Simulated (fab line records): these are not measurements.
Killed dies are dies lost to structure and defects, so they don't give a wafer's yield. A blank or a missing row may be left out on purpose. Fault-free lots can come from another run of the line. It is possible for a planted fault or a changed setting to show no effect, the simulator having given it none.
Problem report, 8D (eight disciplines) form, completed by code / flow sfqLine / the parts of the form that need people (team, actions taken, sign-off) are left out

== 1. PROBLEM STATEMENT ==
headPressurePsi at SFQ_TRILAYER_I3_CMP_CMP_082 reads a mean of 3.147 psi on 2 wafers of 2 lots; wafers without a fault read 3.000 psi with a standard deviation of 0.0065. Measured from the usual mean, that is +23 standard deviations.
The step: polishes SiO2.
First seen on wafer L314.6, day 48 13:47, on cmp-01. The record holds 42 wafers of 14 lots with a number at this step. Rule for "out", or "out of limits": more than 4 standard deviations from the usual mean. Any other wafer with a number is counted as sound.

== 2. WHAT IT IS AND WHAT IT IS NOT ==
question=which readings at this step | is=headPressurePsi | is not=motorCurrentA, slurryFilterDpKPa
question=which lots | is=L314, L316 | is not=L303, L304, L305, L307, L308, L309, L311, L312, L315, L321, L323, L325
question=which wafers of those lots | is=L314.6, L316.2 | is not=L314.1, L314.4, L316.5, L316.6
question=read on which tools | is=cmp-01 | is not=cmp-02
question=when | is=from day 48 13:47 | is not=up to then (28 sound wafers); but 12 sound wafers of L315, L316, L321, L323, L325 came after

== 3. WHAT RULES OUT EACH SUSPECT ==
Counting: any tool at a process step up to the reading remains a suspect provided it ran every lot that is out. Sound lots after the first of them don't rule it out here, since some wafers of a struck lot are sound.
- rieMetal-03 at SFQ_TRILAYER_L0_STRIP_STRIP_009 (strips in O2): kept. Every lot that is out went through it, the first being L314 (day 7 02:14); the last sound lot it ran before that was L311 (day 6 12:08).
- cmp-01 at SFQ_TRILAYER_I3_CMP_CMP_082 (polishes SiO2): kept. Every lot that is out went through it, the first being L314 (day 48 12:17); the last sound lot it ran before that was L312 (day 47 14:17). On those wafers its own readings are out: headPressurePsi.
- Within cmp-01 at SFQ_TRILAYER_I3_CMP_CMP_082: the wafers that are out ran in chamber 1; their sound lot-mates ran in chambers 2, 3.
After counting, rieMetal-03 at SFQ_TRILAYER_L0_STRIP_STRIP_009 and cmp-01 at SFQ_TRILAYER_I3_CMP_CMP_082 remain.

== 4. THE CAUSE (what the simulator had put in) ==
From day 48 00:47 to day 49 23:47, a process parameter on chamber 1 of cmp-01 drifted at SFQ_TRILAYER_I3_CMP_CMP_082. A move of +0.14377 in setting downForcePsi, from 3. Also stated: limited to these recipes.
Of the 2 suspects that counting leaves, this tool is one.

== 5. SEQUENCE OF EFFECTS, ordered by route ==
Each row: a reading where the mean over the struck wafers with a number is more than 3 standard deviations away from the usual. Scope: only readings with a usual standard deviation given in the record; hours: median across lots of the time from each lot's start at the first step in this table that gives one to its start at this step; sigmas: change in usual standard deviations.
hours=0; step=SFQ_TRILAYER_I3_CMP_CMP_082; reading=headPressurePsi; usual=3.000 psi; on struck wafers=3.147; change=+0.147; sigmas=+23
It contains these process steps:
- SFQ_TRILAYER_I3_CMP_CMP_082: polishes SiO2.

== 6. HOW IT WOULD HAVE BEEN CAUGHT EARLIER ==
The fault began at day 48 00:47; the first out-of-limits reading in this record came at day 48 13:47, 13 hours later.
